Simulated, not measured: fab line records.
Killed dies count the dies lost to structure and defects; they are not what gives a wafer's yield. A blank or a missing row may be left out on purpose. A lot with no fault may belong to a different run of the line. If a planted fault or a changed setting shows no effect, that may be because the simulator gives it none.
Chamber matching / flow sky130 / SKY_CAP2M_CVD_00 on pecvd-03: 3 sister chambers
The step deposits SiO2, target thk 15.5 nm. 6 wafers are shown with their chamber, then 7 later ones without.

== EACH WAFER AND ITS CHAMBER ==
wafer=L415.2; chamber=1; heater-power-w (W)=659
wafer=L416.3; chamber=2; heater-power-w (W)=723
wafer=L416.4; chamber=0; heater-power-w (W)=839
wafer=L416.5; chamber=2; heater-power-w (W)=712
wafer=L420.3; chamber=1; heater-power-w (W)=722
wafer=L420.4; chamber=0; heater-power-w (W)=885

== WAFERS WITH NO CHAMBER GIVEN ==
wafer=L420.6; heater-power-w (W)=713
wafer=L426.2; heater-power-w (W)=675
wafer=L426.5; heater-power-w (W)=703
wafer=L426.6; heater-power-w (W)=844
wafer=L429.2; heater-power-w (W)=740
wafer=L429.5; heater-power-w (W)=677
wafer=L429.6; heater-power-w (W)=759

== THE CHAMBER EACH PASSED THROUGH ==
wafer=L420.6; from the rows above=can't be placed: 2 or 1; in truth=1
wafer=L426.2; from the rows above=can't be placed: 1 or 2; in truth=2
wafer=L426.5; from the rows above=can't be placed: 1 or 2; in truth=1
wafer=L426.6; from the rows above=0; in truth=0
wafer=L429.2; from the rows above=can't be placed: 2 or 1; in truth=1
wafer=L429.5; from the rows above=can't be placed: 1 or 2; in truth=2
wafer=L429.6; from the rows above=can't be placed: 2 or 1 or 0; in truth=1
Placed correctly: 1 of 7. Cannot be placed on the basis of these rows: 6; the candidates contain the true chamber in 6. Placed wrongly: 0.
How it was worked out, from the rows above alone: a wafer's distance from a chamber is the root of the sum, over the readings, of the square of ((its reading less the chamber's mean) divided by the reading's scatter). The wafer belongs to the nearest chamber; if the next one is less than 2 further off, it can't be placed. For every chamber, the mean is computed from those of its wafers that are shown. The scatter is the square root of a quotient: the sum, over the shown wafers, of each reading's squared deviation from its chamber's mean, divided by wafers minus chambers.
